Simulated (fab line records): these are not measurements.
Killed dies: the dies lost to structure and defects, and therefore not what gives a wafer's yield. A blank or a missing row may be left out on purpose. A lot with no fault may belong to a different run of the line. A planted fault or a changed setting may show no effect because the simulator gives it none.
Check of tool commonality + flow sky130 + Sampled: 12 lots, 36 wafers

WHY IT WAS OPENED
2 of 12 lots carry a flag on the reading NWELL_2_TW at SKY_NWELL_TW_MEAS_26. Fault-free wafers read 495.4, with a standard deviation of 2.2.
Rule: a lot is flagged when every wafer of it that has a number lies more than 4 standard deviations from that mean, or none has a number. As for the other lots, they are considered sound.

| lot  | measured     | on            | NWELL_2_TW, wafer by wafer | flag    |
|------|--------------|---------------|----------------------------|---------|
| L184 | day 5 09:51  | film metro-03 | 499.6 499.6 497.7          |         |
| L189 | day 6 18:49  | film metro-03 | 499.5 497.5 497.4          |         |
| L192 | day 7 08:32  | film metro-03 | 509.0 508.8 508.7          | FLAGGED |
| L194 | day 7 19:21  | film metro-01 | 514.7 512.6 514.1          | FLAGGED |
| L198 | day 8 18:35  | film metro-04 | 496.6 495.7 493.8          |         |
| L200 | day 9 09:32  | film metro-01 | 496.3 494.0 496.0          |         |
| L201 | day 10 08:46 | film metro-01 | 498.0 494.6 494.4          |         |
| L203 | day 10 16:01 | film metro-03 | 494.0 495.0 493.4          |         |
| L202 | day 10 16:44 | film metro-04 | 500.6 498.3 495.9          |         |
| L205 | day 10 20:34 | film metro-03 | 493.4 492.6 493.8          |         |
| L206 | day 11 03:14 | film metro-03 | 498.6 492.2 492.9          |         |
| L207 | day 11 09:29 | film metro-03 | 496.7 495.8 496.9          |         |
The mean of the flagged lots' numbers is 511.3, +15.9 from the usual (+7 standard deviations).

WHICH TOOL EACH LOT WENT THROUGH
The record holds 1 process step before the reading, out of a route of 708 steps. Read each cell as the tool, then ch plus the chambers that the sampled wafers visited, then the start.
| lot  | flag    | SKY_NWELL_IMPLANT_24            |
|------|---------|---------------------------------|
| L184 |         | implanter-02 ch 0, day 5 09:36  |
| L189 |         | implanter-04 ch 0, day 6 18:36  |
| L192 | FLAGGED | implanter-03 ch 0, day 7 08:19  |
| L194 | FLAGGED | implanter-03 ch 0, day 7 19:06  |
| L198 |         | implanter-02 ch 0, day 8 18:21  |
| L200 |         | implanter-02 ch 0, day 9 09:18  |
| L201 |         | implanter-04 ch 0, day 10 08:31 |
| L203 |         | implanter-04 ch 0, day 10 15:46 |
| L202 |         | implanter-03 ch 0, day 10 16:30 |
| L205 |         | implanter-04 ch 0, day 10 20:21 |
| L206 |         | implanter-03 ch 0, day 11 03:00 |
| L207 |         | implanter-04 ch 0, day 11 09:17 |
What the steps here do:
- SKY_NWELL_IMPLANT_24
- SKY_NWELL_TW_MEAS_26

FLAGGED AGAINST TOTAL, ONE TOOL AT A TIME (gauges that did the reading follow at the end)
| step                 | tool          | lots run | flagged | share of the flagged lots | sound lots run after its first flagged lot |
|----------------------|---------------|----------|---------|---------------------------|--------------------------------------------|
| SKY_NWELL_IMPLANT_24 | implanter-02  | 3        | 0       | none                      | -                                          |
| SKY_NWELL_IMPLANT_24 | implanter-03  | 4        | 2       | all                       | 2 (L202,L206)                              |
| SKY_NWELL_IMPLANT_24 | implanter-04  | 5        | 0       | none                      | -                                          |
| SKY_NWELL_TW_MEAS_26 | film metro-01 | 3        | 1       | some                      | 2 (L200,L201)                              |
| SKY_NWELL_TW_MEAS_26 | film metro-03 | 7        | 1       | some                      | 4 (L203,L205,L206,L207)                    |
| SKY_NWELL_TW_MEAS_26 | film metro-04 | 2        | 0       | none                      | -                                          |

THE TABLE: WHAT IT ALLOWS
All flagged lots share 1 row of the table, namely implanter-03 at SKY_NWELL_IMPLANT_24.
- implanter-03 at SKY_NWELL_IMPLANT_24: 2 of its 4 lots flagged. After the first flagged lot (L202, L206), sound lots still ran on it; a lasting fault on the whole tool would not permit that. Its own readings (dose ions cm2, faraday current uA) fall more than 4 standard deviations out on all wafers of the flagged lots.
None of the table's rows ran every flagged lot and, after the first, no sound lot.

WHAT WAS PUT IN BY THE SIMULATOR
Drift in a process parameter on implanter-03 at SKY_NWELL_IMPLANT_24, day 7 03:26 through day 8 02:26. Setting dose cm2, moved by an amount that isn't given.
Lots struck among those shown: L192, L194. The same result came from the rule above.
